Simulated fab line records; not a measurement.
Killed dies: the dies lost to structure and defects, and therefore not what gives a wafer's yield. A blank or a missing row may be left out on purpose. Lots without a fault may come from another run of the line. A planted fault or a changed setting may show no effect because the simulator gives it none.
fab line records    flow gf180mcu
record lots=24  wafers=72  last_day=34
route steps=602 shown VT_IMPLANT@135 HV_LDD@223 V1@357 V5@566 TOP_METAL@581 PASSIVATION@601
lots that met no fault: from a run of the same line without faults
start_h: the number of hours between the record's first day and the start of the first shown wafer of the lot    wait_h: how many hours have passed since the lot's step before this one    " the same as in the row above    L1.1+2: a row that stands for several wafers    - value missing, or start not given    * or withheld: withheld    < > ~ a bound
route shown NAME@n: NAME is a module with steps in the file, n the number in the route of the first one    usual: mean/standard deviation of fault-free wafers    same: alike in all rows    chamber/n: place in a boat    sites: the reading at each site    _std_site: their standard deviation    _edge_site: inner sites' mean taken away from outer sites' mean    radius_mm: how far each site lies from the wafer's centre    mask NAME#n: copy n    behind: the most recent tool/chamber to have shaped the wafer    hold: reason for holding the lot/hours on hold/outcome of the hold    device: the n, p or np transistor that did not switch    end of line: tests run on the same wafers once the route is complete    a step with no rows: only its recipe    killed: at the first sort, the dies lost to defects and structure; wafer yield is something else    map: a wafer's dies, marking killed ones x, the rest . and places with no die _
set.NAME: setting as actually run; set.NAME@STEP: the setting as run at that earlier step    model.NAME: the simulator's own value behind a step, which no gauge read
a sample of lots followed through the steps of the route, with each step as a table and each wafer as a row
services: when a tool's chamber went out of use (start_h, in hours from the record's first day, below 0 if earlier), for how many hours, and the reason
## steps
# step GF_VT_IMPLANT_RTA_45
# recipe temp_c=1050  time_s=30  ambient=N2
# usual lamp_power_pct=37.4/0.78  wafer_temp_C_max=1054.9/1.6
lot.wafer  tool           chamber  start_h  wait_h  lamp_power_pct  wafer_temp_C_max
L074.4     rtp_anneal-02  0        155.26   0.1     38.3            1052.6
L074.5     "              0        "        "       38.3            1053.4
L074.6     "              0        "        "       38.3            1054.3
L075.3     rtp_anneal-02  0        161.83   0.0     38.3            1052.8
L075.4     "              0        "        "       38.2            1052.6
L075.5     "              0        "        "       38.3            1052.9
L076.1     rtp_anneal-01  0        180.45   0.0     36.7            1055.5
L076.2     "              0        "        "       36.7            1057.5
L076.6     "              0        "        "       36.7            1056.5
L077.1     rtp_anneal-01  0        187.56   0.0     36.7            1055.5
L077.4     "              0        "        "       36.8            1055.6
L077.6     "              0        "        "       36.8            1056.3
L078.1     rtp_anneal-01  0        189.30   0.0     36.7            1056.9
L078.2     "              0        "        "       36.9            1055.1
L078.6     "              0        "        "       36.8            1055.2
L079.2     rtp_anneal-01  0        193.67   0.0     36.7            1054.2
L079.4     "              0        "        "       36.7            1057.3
L079.5     "              0        "        "       36.7            1054.8
L080.1     rtp_anneal-01  0        199.10   0.0     36.7            1054.9
L080.2     "              0        "        "       36.7            1055.6
L080.3     "              0        "        "       36.7            1055.6
L081.2     rtp_anneal-02  0        209.02   0.0     38.3            1052.4
L081.3     "              0        "        "       38.3            1052.8
L081.4     "              0        "        "       38.3            1052.2
L082.4     rtp_anneal-02  0        216.20   0.1     38.3            1054.0
L082.5     "              0        "        "       38.3            1053.1
L082.6     "              0        "        "       38.4            1054.2
L083.1     rtp_anneal-01  0        226.05   0.0     36.8            1056.0
L083.3     "              0        "        "       36.7            1055.1
L083.4     "              0        "        "       36.7            1054.7
L084.3     rtp_anneal-02  0        226.14   0.0     38.4            1053.5
L084.4     "              0        "        "       38.3            1053.5
L084.5     "              0        "        "       38.3            1054.3
L085.1     rtp_anneal-01  0        230.45   0.0     36.8            1054.0
L085.2     "              0        "        "       36.8            1056.1
L085.6     "              0        "        "       36.8            1056.0
L086.1     rtp_anneal-02  0        236.45   0.0     38.3            1052.5
L086.3     "              0        "        "       38.4            1053.1
L086.4     "              0        "        "       38.3            1052.6
L087.3     rtp_anneal-01  0        244.73   0.0     36.8            1056.5
L087.4     "              0        "        "       36.7            1056.7
L087.5     "              0        "        "       36.7            1055.1
L088.1     rtp_anneal-01  0        254.25   0.0     36.7            1054.5
L088.3     "              0        "        "       36.7            1055.6
L088.6     "              0        "        "       36.7            1055.8
L089.1     rtp_anneal-02  0        257.80   0.0     38.3            1054.3
L089.2     "              0        "        "       38.3            1053.1
L089.5     "              0        "        "       38.4            1054.9
L090.3     rtp_anneal-01  0        264.19   0.0     36.8            1055.1
L090.5     "              0        "        "       36.8            1056.2
L090.6     "              0        "        "       36.8            1055.7
L091.2     rtp_anneal-01  0        281.82   0.0     36.7            1058.4
L091.4     "              0        "        "       36.8            1057.3
L091.6     "              0        "        "       36.7            1055.8
L092.1     rtp_anneal-02  0        282.76   0.0     38.3            1053.5
L092.5     "              0        "        "       38.3            1052.8
L092.6     "              0        "        "       38.4            1053.0
L093.1     rtp_anneal-02  0        285.12   0.0     38.3            1053.9
L093.2     "              0        "        "       38.3            1053.3
L093.3     "              0        "        "       38.4            1053.2
L094.2     rtp_anneal-01  0        293.01   0.0     36.8            1056.4
L094.4     "              0        "        "       36.8            1055.9
L094.5     "              0        "        "       36.7            1056.8
L095.2     rtp_anneal-01  0        299.07   0.0     36.7            1056.5
L095.4     "              0        "        "       36.7            1056.7
L095.5     "              0        "        "       36.8            1055.6
L096.1     rtp_anneal-02  0        303.55   0.0     38.3            1054.3
L096.5     "              0        "        "       38.3            1052.7
L096.6     "              0        "        "       38.3            1053.6
L097.1     rtp_anneal-01  0        315.26   0.0     36.8            1056.5
L097.2     "              0        "        "       36.8            1057.8
L097.4     "              0        "        "       36.7            1054.1
# step GF_HV_LDD_OVL_MEAS_47
# usual HV_LDD_03_OVL=-0.2/1.8
lot.wafer  tool        chamber  start_h  wait_h  HV_LDD_03_OVL[nm]
L074.4     overlay-01  -        272.45   0.1     0.9
L074.5     "           -        "        "       1.4
L074.6     "           -        "        "       0.5
L075.3     overlay-01  -        281.10   0.1     0.4
L075.4     "           -        "        "       0.4
L075.5     "           -        "        "       -0.7
L076.1     overlay-02  -        299.52   0.1     1.4
L076.2     "           -        "        "       2.6
L076.6     "           -        "        "       1.7
L077.1     overlay-02  -        308.63   0.1     -1.7
L077.4     "           -        "        "       -1.9
L077.6     "           -        "        "       -0.3
L078.1     overlay-01  -        308.68   0.1     3.5
L078.2     "           -        "        "       2.6
L078.6     "           -        "        "       3.0
L079.2     overlay-01  -        313.93   0.1     -3.8
L079.4     "           -        "        "       -2.9
L079.5     "           -        "        "       -2.9
L080.1     overlay-02  -        318.83   0.1     -0.5
L080.2     "           -        "        "       -1.0
L080.3     "           -        "        "       -1.7
L081.2     overlay-01  -        332.39   0.1     0.8
L081.3     "           -        "        "       1.5
L081.4     "           -        "        "       0.0
L082.4     overlay-02  -        342.15   0.1     -3.1
L082.5     "           -        "        "       -2.8
L082.6     "           -        "        "       -2.0
L083.1     overlay-01  -        352.57   0.1     -0.6
L083.3     "           -        "        "       -1.0
L083.4     "           -        "        "       -1.2
L084.3     overlay-01  -        356.30   0.1     -0.2
L084.4     "           -        "        "       -0.2
L084.5     "           -        "        "       -1.1
L085.1     overlay-01  -        360.02   0.1     -0.6
L085.2     "           -        "        "       -1.1
L085.6     "           -        "        "       -0.5
L086.1     overlay-02  -        363.88   0.1     2.1
L086.3     "           -        "        "       0.7
L086.4     "           -        "        "       1.6
L087.3     overlay-01  -        377.39   0.1     -2.0
L087.4     "           -        "        "       -2.3
L087.5     "           -        "        "       -1.4
L088.1     overlay-02  -        385.03   0.1     -1.6
L088.3     "           -        "        "       0.6
L088.6     "           -        "        "       -0.4
L089.1     overlay-01  -        392.18   0.1     1.6
L089.2     "           -        "        "       1.2
L089.5     "           -        "        "       0.5
L090.3     overlay-01  -        404.59   0.1     -0.4
L090.5     "           -        "        "       -1.5
L090.6     "           -        "        "       -0.6
L092.1     overlay-02  -        423.28   0.1     -1.1
L092.5     "           -        "        "       0.8
L092.6     "           -        "        "       0.0
L091.2     overlay-01  -        425.53   0.1     0.8
L091.4     "           -        "        "       1.0
L091.6     "           -        "        "       0.4
L093.1     overlay-02  -        429.72   0.1     -2.5
L093.2     "           -        "        "       -4.2
L093.3     "           -        "        "       -3.7
L094.2     overlay-02  -        436.93   0.1     2.8
L094.4     "           -        "        "       3.5
L094.5     "           -        "        "       2.6
L095.2     overlay-01  -        442.98   0.1     -0.3
L095.4     "           -        "        "       -0.3
L095.5     "           -        "        "       -0.4
L096.1     overlay-02  -        448.27   0.1     0.8
L096.5     "           -        "        "       0.3
L096.6     "           -        "        "       0.5
L097.1     overlay-02  -        465.12   0.1     -0.1
L097.2     "           -        "        "       -1.4
L097.4     "           -        "        "       0.2
# step GF_V1_SPUTTER_22
# recipe material=TiN  target_thk_nm=10  chamber_pressure_pa=5  power_w=4000  time_s=40
# usual throttle_valve_pct=30.1/1
lot.wafer  tool            chamber  start_h  wait_h  throttle_valve_pct
L074.4     pvd_sputter-04  -        408.88   0.0     29.8
L074.5     "               -        "        "       29.9
L074.6     "               -        "        "       30.9
L075.3     pvd_sputter-01  -        420.39   0.0     30.5
L075.4     "               -        "        "       29.2
L075.5     "               -        "        "       29.3
L076.1     pvd_sputter-02  -        448.31   0.0     30.0
L076.2     "               -        "        "       31.1
L076.6     "               -        "        "       29.8
L077.1     pvd_sputter-04  -        451.47   0.0     30.5
L077.4     "               -        "        "       29.8
L077.6     "               -        "        "       30.3
L078.1     pvd_sputter-01  -        455.12   0.0     29.2
L078.2     "               -        "        "       28.9
L078.6     "               -        "        "       30.7
L079.2     pvd_sputter-02  -        460.53   0.0     31.1
L079.4     "               -        "        "       29.0
L079.5     "               -        "        "       32.6
L080.1     pvd_sputter-01  -        464.24   0.0     29.0
L080.2     "               -        "        "       30.7
L080.3     "               -        "        "       28.5
L081.2     pvd_sputter-01  -        482.58   0.0     28.5
L081.3     "               -        "        "       29.5
L081.4     "               -        "        "       31.0
L082.4     pvd_sputter-04  -        493.03   0.0     30.4
L082.5     "               -        "        "       30.4
L082.6     "               -        "        "       30.1
L083.1     pvd_sputter-04  -        504.23   0.0     30.5
L083.3     "               -        "        "       29.7
L083.4     "               -        "        "       30.1
L084.3     pvd_sputter-04  -        509.67   0.0     30.8
L084.4     "               -        "        "       30.1
L084.5     "               -        "        "       30.2
L085.1     pvd_sputter-01  -        509.98   0.0     28.7
L085.2     "               -        "        "       29.6
L085.6     "               -        "        "       28.9
L086.1     pvd_sputter-02  -        515.88   0.0     29.9
L086.3     "               -        "        "       32.3
L086.4     "               -        "        "       31.0
L087.3     pvd_sputter-01  -        539.83   0.0     30.4
L087.4     "               -        "        "       28.6
L087.5     "               -        "        "       28.4
L088.1     pvd_sputter-02  -        542.47   0.0     30.0
L088.3     "               -        "        "       31.2
L088.6     "               -        "        "       28.9
L089.1     pvd_sputter-02  -        544.04   0.0     31.1
L089.2     "               -        "        "       28.9
L089.5     "               -        "        "       31.2
L090.3     pvd_sputter-01  -        562.19   0.0     29.1
L090.5     "               -        "        "       29.3
L090.6     "               -        "        "       29.0
L092.1     pvd_sputter-02  -        581.54   0.0     32.2
L092.5     "               -        "        "       32.3
L092.6     "               -        "        "       28.8
L091.2     pvd_sputter-04  -        583.36   0.0     30.1
L091.4     "               -        "        "       30.0
L091.6     "               -        "        "       30.8
L093.1     pvd_sputter-02  -        585.54   0.0     32.5
L093.2     "               -        "        "       30.1
L093.3     "               -        "        "       28.8
L094.2     pvd_sputter-04  -        587.83   0.0     30.7
L094.4     "               -        "        "       29.8
L094.5     "               -        "        "       30.2
L095.2     pvd_sputter-04  -        590.99   0.0     30.5
L095.4     "               -        "        "       29.9
L095.5     "               -        "        "       29.7
L096.1     pvd_sputter-02  -        592.14   0.0     31.4
L096.5     "               -        "        "       30.2
L096.6     "               -        "        "       29.1
L097.1     pvd_sputter-04  -        611.23   0.0     29.7
L097.2     "               -        "        "       30.8
L097.4     "               -        "        "       30.3
# step GF_V5_CMP_26
# recipe stop_on=SiO2  down_force_psi=3.5  platen_rpm=60  t_overpolish_s=15  target_thk_nm=0  pad_velocity_m_s=0.94248
# usual edge_zone_pressure_frac=1.001/0.005  motor_current_A=11.1/0.67  overpolish_run_s=15.000/0.0084  platen_rpm=60.00/0.04  time_to_endpoint_s=85.2/2.9
lot.wafer  tool    chamber  start_h  wait_h  edge_zone_pressure_frac  motor_current_A  overpolish_run_s  platen_rpm  time_to_endpoint_s
L074.4     cmp-01  2        632.21   0.0     1.005                    11.4             14.999            60.03       83.7
L074.6     "       2        "        "       1.007                    11.6             14.988            60.04       84.8
L074.5     "       3        "        "       0.997                    10.9             15.007            59.97       85.3
L075.3     cmp-02  2        635.54   0.1     1.002                    10.8             15.009            60.02       81.6
L075.4     "       3        "        "       0.996                    10.9             15.015            59.98       86.3
L075.5     "       1        "        "       1.001                    11.4             15.001            59.99       84.5
L076.2     cmp-01  0        656.37   0.1     1.001                    10.7             15.006            60.07       87.6
L076.1     "       2        "        "       0.999                    11.5             14.991            60.00       86.7
L076.6     "       3        "        "       0.995                    10.6             14.989            60.02       91.2
L077.1     cmp-01  1        669.24   0.1     1.002                    11.3             14.992            60.00       87.5
L077.4     "       2        "        "       1.000                    11.6             15.003            59.98       82.0
L077.6     "       1        "        "       1.000                    11.1             14.994            59.98       86.6
L078.2     cmp-02  0        671.84   0.0     0.997                    12.3             14.997            59.95       82.5
L078.1     "       3        "        "       1.010                    10.2             15.013            60.05       81.1
L078.6     "       1        "        "       1.008                    10.9             14.998            60.00       83.4
L079.4     cmp-01  1        674.73   0.0     1.006                    11.2             15.012            60.02       86.4
L079.2     "       0        "        "       0.998                    10.7             14.998            59.96       85.1
L079.5     "       2        "        "       1.002                    11.1             15.006            60.01       87.1
L080.1     cmp-02  0        675.08   0.1     0.997                    13.0             14.995            60.02       85.1
L080.2     "       1        "        "       1.004                    11.0             14.996            60.04       83.7
L080.3     "       3        "        "       1.004                    10.8             14.995            60.02       81.6
L081.2     cmp-01  1        694.06   0.3     0.995                    11.8             14.999            59.97       85.5
L081.3     "       2        "        "       0.996                    11.5             14.983            59.98       79.3
L081.4     "       3        "        "       1.004                    10.7             15.010            60.00       83.7
L082.4     cmp-01  3        698.79   0.2     1.002                    10.9             14.999            59.97       87.2
L082.6     "       0        "        "       1.009                    10.7             14.981            59.93       86.5
L082.5     "       1        "        "       1.005                    10.9             15.009            60.00       89.7
L083.1     cmp-02  3        711.35   0.1     0.997                    10.6             15.002            60.01       84.2
L083.4     "       0        "        "       1.005                    12.9             14.997            59.99       80.4
L083.3     "       2        "        "       0.989                    10.8             14.993            60.06       85.6
L084.4     cmp-01  3        713.44   0.0     1.000                    11.0             15.001            59.98       88.2
L084.3     "       0        "        "       1.004                    10.9             14.993            60.03       87.6
L084.5     "       3        "        "       0.999                    10.4             14.997            59.98       87.2
L085.2     cmp-02  2        714.46   0.1     1.002                    10.7             14.991            59.95       86.0
L085.1     "       0        "        "       1.001                    12.6             15.004            60.00       83.4
L085.6     "       2        "        "       1.002                    11.1             15.008            60.00       80.4
L086.4     cmp-01  1        717.73   0.1     0.995                    10.4             14.995            60.06       92.1
L086.1     "       2        "        "       0.996                    11.8             15.003            59.99       87.8
L086.3     "       3        "        "       1.005                    10.6             15.018            59.94       93.1
L087.4     cmp-01  1        730.87   0.0     1.001                    11.1             14.984            59.99       89.3
L087.3     "       3        "        "       1.003                    11.1             14.996            59.99       85.4
L087.5     "       2        "        "       0.995                    11.9             15.011            60.05       83.4
L088.1     cmp-01  0        735.36   0.1     0.995                    10.1             15.001            59.96       86.0
L088.3     "       2        "        "       0.996                    12.0             14.990            59.91       82.8
L088.6     "       0        "        "       0.997                    10.2             15.013            59.94       81.5
L089.1     cmp-01  0        737.88   0.2     0.997                    11.2             14.991            60.03       88.2
L089.2     "       2        "        "       1.000                    11.7             14.985            60.01       87.1
L089.5     "       0        "        "       0.993                    10.5             14.994            60.03       88.7
L090.3     cmp-01  0        751.14   0.2     1.000                    10.9             14.997            59.99       82.0
L090.6     "       1        "        "       0.998                    11.6             14.998            60.04       82.8
L090.5     "       2        "        "       1.013                    12.1             15.006            59.99       86.2
L092.1     cmp-01  0        762.43   0.1     0.994                    11.3             15.012            60.01       87.9
L092.5     "       3        "        "       1.002                    11.0             15.008            59.99       86.1
L092.6     "       0        "        "       1.005                    11.2             14.997            60.03       85.4
L091.2     cmp-01  0        768.41   0.1     0.999                    10.8             15.002            60.05       81.4
L091.4     "       2        "        "       1.007                    11.2             15.008            60.08       85.4
L091.6     "       3        "        "       0.995                    10.4             15.002            60.06       86.5
L093.2     cmp-02  2        768.92   0.0     1.000                    11.3             15.008            60.09       84.8
L093.1     "       0        "        "       1.006                    12.4             14.985            59.99       82.2
L093.3     "       1        "        "       0.995                    10.8             14.994            59.97       82.2
L094.2     cmp-02  0        771.82   0.1     1.002                    12.3             14.997            60.04       80.5
L094.4     "       1        "        "       1.003                    11.4             15.006            59.95       86.7
L094.5     "       0        "        "       1.010                    12.7             15.013            59.94       82.5
L095.4     cmp-01  0        774.84   0.0     0.999                    10.4             15.002            59.98       84.9
L095.2     "       3        "        "       1.012                    10.6             15.003            59.98       84.0
L095.5     "       0        "        "       1.010                    10.6             15.004            60.01       81.1
L096.1     cmp-02  0        779.44   0.2     1.004                    12.7             15.002            59.98       81.6
L096.6     "       1        "        "       1.001                    11.3             15.000            60.05       83.6
L096.5     "       2        "        "       1.007                    11.4             14.991            59.95       82.0
L097.1     cmp-02  3        788.50   0.1     0.998                    9.8              14.982            60.00       84.0
L097.4     "       0        "        "       0.994                    12.0             15.004            60.04       83.1
L097.2     "       2        "        "       1.001                    11.3             14.997            60.01       86.8
# step GF_TOP_METAL_CD_MEAS_14
# recipe target_cd_nm=440
# usual cd_nm=439.9/2.1
lot.wafer  tool       chamber  start_h  wait_h  cd_nm
L074.4     cd_sem-01  -        652.21   0.1     441.5
L074.5     "          -        "        "       439.8
L074.6     "          -        "        "       440.4
L075.3     cd_sem-02  -        655.75   0.1     438.5
L075.4     "          -        "        "       438.3
L075.5     "          -        "        "       437.3
L076.1     cd_sem-02  -        676.31   0.1     443.5
L076.2     "          -        "        "       444.6
L076.6     "          -        "        "       443.5
L077.1     cd_sem-02  -        689.26   0.1     439.4
L077.4     "          -        "        "       438.8
L077.6     "          -        "        "       439.8
L078.1     cd_sem-01  -        691.12   0.2     441.5
L078.2     "          -        "        "       442.3
L078.6     "          -        "        "       441.8
L079.2     cd_sem-01  -        694.12   0.1     439.6
L079.4     "          -        "        "       437.3
L079.5     "          -        "        "       439.2
L080.1     cd_sem-02  -        694.21   0.1     443.7
L080.2     "          -        "        "       443.3
L080.3     "          -        "        "       441.2
L081.2     cd_sem-02  -        713.68   0.1     442.3
L081.3     "          -        "        "       442.0
L081.4     "          -        "        "       443.2
L082.4     cd_sem-01  -        718.39   0.2     437.0
L082.5     "          -        "        "       439.2
L082.6     "          -        "        "       439.3
L083.1     cd_sem-02  -        729.86   0.1     435.2
L083.3     "          -        "        "       438.2
L083.4     "          -        "        "       437.5
L084.3     cd_sem-02  -        732.03   0.2     438.5
L084.4     "          -        "        "       441.4
L084.5     "          -        "        "       442.7
L085.1     cd_sem-02  -        732.23   0.2     439.8
L085.2     "          -        "        "       439.8
L085.6     "          -        "        "       441.0
L086.1     cd_sem-02  -        735.65   0.1     438.7
L086.3     "          -        "        "       438.5
L086.4     "          -        "        "       438.9
L087.3     cd_sem-02  -        748.55   0.1     437.7
L087.4     "          -        "        "       439.6
L087.5     "          -        "        "       437.0
L088.1     cd_sem-02  -        753.55   0.1     442.9
L088.3     "          -        "        "       441.3
L088.6     "          -        "        "       443.1
L089.1     cd_sem-01  -        755.86   0.1     439.5
L089.2     "          -        "        "       438.3
L089.5     "          -        "        "       439.0
L090.3     cd_sem-02  -        767.54   0.1     441.1
L090.5     "          -        "        "       441.3
L090.6     "          -        "        "       442.9
L092.1     cd_sem-01  -        778.86   0.1     439.5
L092.5     "          -        "        "       441.8
L092.6     "          -        "        "       437.8
L091.2     cd_sem-01  -        783.67   0.1     439.9
L091.4     "          -        "        "       441.2
L091.6     "          -        "        "       440.5
L093.1     cd_sem-02  -        784.35   0.1     439.3
L093.2     "          -        "        "       438.1
L093.3     "          -        "        "       435.8
L094.2     cd_sem-02  -        788.02   0.1     440.7
L094.4     "          -        "        "       441.7
L094.5     "          -        "        "       439.4
L095.2     cd_sem-02  -        791.17   0.1     438.1
L095.4     "          -        "        "       437.2
L095.5     "          -        "        "       437.3
L096.1     cd_sem-02  -        795.11   0.1     439.1
L096.5     "          -        "        "       438.4
L096.6     "          -        "        "       439.1
L097.1     cd_sem-02  -        804.20   0.1     441.8
L097.2     "          -        "        "       442.2
L097.4     "          -        "        "       440.7
# step GF_PASSIVATION_BOW_MEAS_14
# recipe mode=bow
# usual PASSIVATION_BOW=137/11
lot.wafer  tool           chamber  start_h  wait_h  PASSIVATION_BOW[um]
L074.4     film_metro-03  -        675.07   0.1     131
L074.5     "              -        "        "       141
L074.6     "              -        "        "       137
L075.3     film_metro-04  -        679.36   0.0     133
L075.4     "              -        "        "       130
L075.5     "              -        "        "       136
L076.1     film_metro-01  -        698.29   0.1     126
L076.2     "              -        "        "       121
L076.6     "              -        "        "       132
L077.1     film_metro-04  -        710.97   0.0     127
L077.4     "              -        "        "       110
L077.6     "              -        "        "       116
L078.1     film_metro-03  -        712.92   0.0     136
L078.2     "              -        "        "       149
L078.6     "              -        "        "       148
L080.1     film_metro-01  -        716.41   0.0     118
L080.2     "              -        "        "       133
L080.3     "              -        "        "       133
L079.2     film_metro-03  -        716.57   0.1     122
L079.4     "              -        "        "       113
L079.5     "              -        "        "       114
L081.2     film_metro-04  -        734.28   0.0     139
L081.3     "              -        "        "       133
L081.4     "              -        "        "       146
L082.4     film_metro-04  -        738.93   0.1     149
L082.5     "              -        "        "       141
L082.6     "              -        "        "       132
L083.1     film_metro-04  -        750.52   0.0     125
L083.3     "              -        "        "       133
L083.4     "              -        "        "       140
L084.3     film_metro-03  -        752.11   0.0     128
L084.4     "              -        "        "       122
L084.5     "              -        "        "       118
L085.1     film_metro-01  -        752.66   0.0     133
L085.2     "              -        "        "       133
L085.6     "              -        "        "       143
L086.1     film_metro-04  -        755.96   0.0     137
L086.3     "              -        "        "       133
L086.4     "              -        "        "       126
L087.3     film_metro-01  -        768.06   0.0     141
L087.4     "              -        "        "       146
L087.5     "              -        "        "       144
L088.1     film_metro-01  -        772.96   0.0     138
L088.3     "              -        "        "       133
L088.6     "              -        "        "       137
L089.1     film_metro-01  -        775.65   0.0     125
L089.2     "              -        "        "       119
L089.5     "              -        "        "       132
L090.3     film_metro-01  -        786.15   0.0     153
L090.5     "              -        "        "       154
L090.6     "              -        "        "       154
L092.1     film_metro-03  -        797.61   0.0     149
L092.5     "              -        "        "       137
L092.6     "              -        "        "       131
L091.2     film_metro-03  -        802.03   0.0     147
L091.4     "              -        "        "       127
L091.6     "              -        "        "       136
L093.1     film_metro-03  -        802.92   0.0     135
L093.2     "              -        "        "       146
L093.3     "              -        "        "       138
L094.2     film_metro-03  -        806.58   0.0     157
L094.4     "              -        "        "       152
L094.5     "              -        "        "       160
L095.2     film_metro-01  -        809.92   0.1     138
L095.4     "              -        "        "       133
L095.5     "              -        "        "       132
L096.1     film_metro-01  -        814.01   0.0     146
L096.5     "              -        "        "       157
L096.6     "              -        "        "       140
L097.1     film_metro-03  -        822.11   0.0     135
L097.2     "              -        "        "       136
L097.4     "              -        "        "       134
## services
tool            chamber  start_h  hours  kind
cmp-01          -        135.23   1.2    repair
cmp-02          -        149.58   3.8    pm
rtp_anneal-01   -        151.34   5.0    pm
cmp-01          -        165.36   6.4    pm
pvd_sputter-04  -        170.12   5.9    repair
cmp-01          -        175.57   2.4    repair
cmp-01          -        182.59   0.3    repair
cmp-02          -        225.00   1.9    repair
cmp-01          -        232.00   4.0    pm
cmp-02          -        233.71   0.6    repair
cmp-01          -        234.18   2.1    repair
cmp-02          -        294.62   1.4    repair
cmp-01          -        318.80   1.0    repair
cmp-01          -        324.29   2.4    repair
pvd_sputter-04  -        332.67   30.3   repair
cmp-01          -        345.80   7.8    pm
cmp-01          -        370.27   5.7    repair
cmp-01          -        411.01   7.4    pm
cmp-01          -        532.11   0.3    repair
cmp-01          -        534.36   5.0    pm
cmp-01          -        572.00   4.0    pm
rtp_anneal-01   -        572.02   63.0   pm
rtp_anneal-02   -        668.66   2.8    pm
cmp-01          -        751.97   0.8    repair
## key
fault none
